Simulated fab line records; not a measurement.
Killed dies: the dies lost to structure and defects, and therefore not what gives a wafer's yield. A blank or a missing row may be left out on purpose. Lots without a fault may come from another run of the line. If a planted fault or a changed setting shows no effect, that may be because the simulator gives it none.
A lot that was struck, set against a sound lot ; flow gf180mcu ; 15 out of 602 route steps
Sound: wafers L941.2, L941.3, L941.5. The struck wafers were L938.1, L938.2, L938.5. The cause is named last.
At each step with rows: each side's tool, then ch and its chambers, then its first start. Under that, the readings that differ: sound wafers ; struck wafers ; difference of the means ; sigmas: that difference in standard deviations of wafers without a fault.
alike: same words and numbers on both sides, and readings whose means sit less than 2 such deviations apart. not compared: any withheld reading, any reading some wafer has no value for, any bound like >300 that may hide the same value, and any number with overlapping values for which the record gives no deviation.
The two part at a step that has a row with sigmas, a row that says differs or no value, or rows on one side only. Non-overlapping numbers with no deviation appear without sigmas and do not part them. A reading that every wafer of one side lacks parts them only if that side has two wafers or more.

first, 4 steps without rows for these wafers: GF_TOP_METAL_SOFTBAKE_10 (time 60 s); GF_TOP_METAL_EXPOSE_11 (exposes mask MetalTop, target cd 440 nm); GF_TOP_METAL_PEB_12; GF_TOP_METAL_DEVELOP_13 (develop time 60 s).
GF_TOP_METAL_CD_MEAS_14: target cd 440 nm.
  sound on cd_sem-02, day 32 18:21; struck on cd_sem-02, day 32 00:12
  alike: cd_nm
GF_TOP_METAL_OVL_MEAS_15:
  sound on overlay-01, day 32 18:28; struck on overlay-01, day 32 00:19
  alike: TOP_METAL_OVL
GF_TOP_METAL_METAL_ETCH_16: etches the open film in Cl2/BCl3, stops on SiO2, target depth 1197 nm, time 199.5 s.
  sound on rie_metal-02 ch 0,1, day 32 18:29; struck on rie_metal-04 ch 0,1, day 32 00:21
reading;sound;struck;difference;sigmas
bias_w (W);139.2 140.6 138.9;141.1 139.8 140.5;+0.9;+2
he_backside_leak_sccm (sccm);3.07 3.25 3.09;3.54 3.49 3.64;+0.42;+2
  alike: chamber_pressure_mTorr, drypump_motor_current_A, oes_product_au, throttle_valve_pct
  not compared: rf_hours_counter_h
GF_TOP_METAL_STRIP_17: strips in O2/N2.
  sound on plasma_asher-03 ch 0,1, day 32 18:41; struck on plasma_asher-04 ch 0,1, day 32 00:32
  alike: chamber_pressure_mTorr, drypump_motor_current_A, heater_power_w, oes_product_au, strip_time_to_endpoint_s
  not compared: rf_hours_counter_h
then, 2 steps without rows for these wafers: GF_TOP_METAL_STRIP_18 (strips in post etch residue remover, time 1200 s); GF_TOP_METAL_CLEAN_19 (cleans in DIW).
GF_PASSIVATION_CVD_00: deposits SiO2 from TEOS, target thk 1000 nm, time 111.95 s.
  sound on pecvd-01 ch 1,2, day 32 19:13; struck on pecvd-01 ch 0,1,2, day 32 01:05
  alike: heater_power_outer_w, heater_power_w
GF_PASSIVATION_THK_MEAS_01:
  sound on film_metro-04, day 32 19:18; struck on film_metro-04, day 32 01:10
  alike: PASSIVATION_CVD_00_THK
GF_PASSIVATION_CVD_02: deposits Si3N4, target thk 700 nm, time 486.18 s.
  sound on pecvd-04 ch 0,1,2, day 32 19:21; struck on pecvd-02 ch 0,1, day 32 01:13
  no value came back on the struck wafers for heater_power_outer_w (W), heater_power_w (W); on the sound wafers heater_power_outer_w (W) reads 508 530 452
then, 1 step without rows for these wafers: GF_PASSIVATION_DEHYDRATE_04 (time 60 s).
GF_PASSIVATION_PROBE_99:
  rows exist in the record for the struck wafers here (prober-02, day 32 20:13), but not for the sound ones

WHERE THEY PART
At GF_TOP_METAL_METAL_ETCH_16 first; at GF_PASSIVATION_PROBE_99 last (within this record only).

WHY: the cause the simulator had injected
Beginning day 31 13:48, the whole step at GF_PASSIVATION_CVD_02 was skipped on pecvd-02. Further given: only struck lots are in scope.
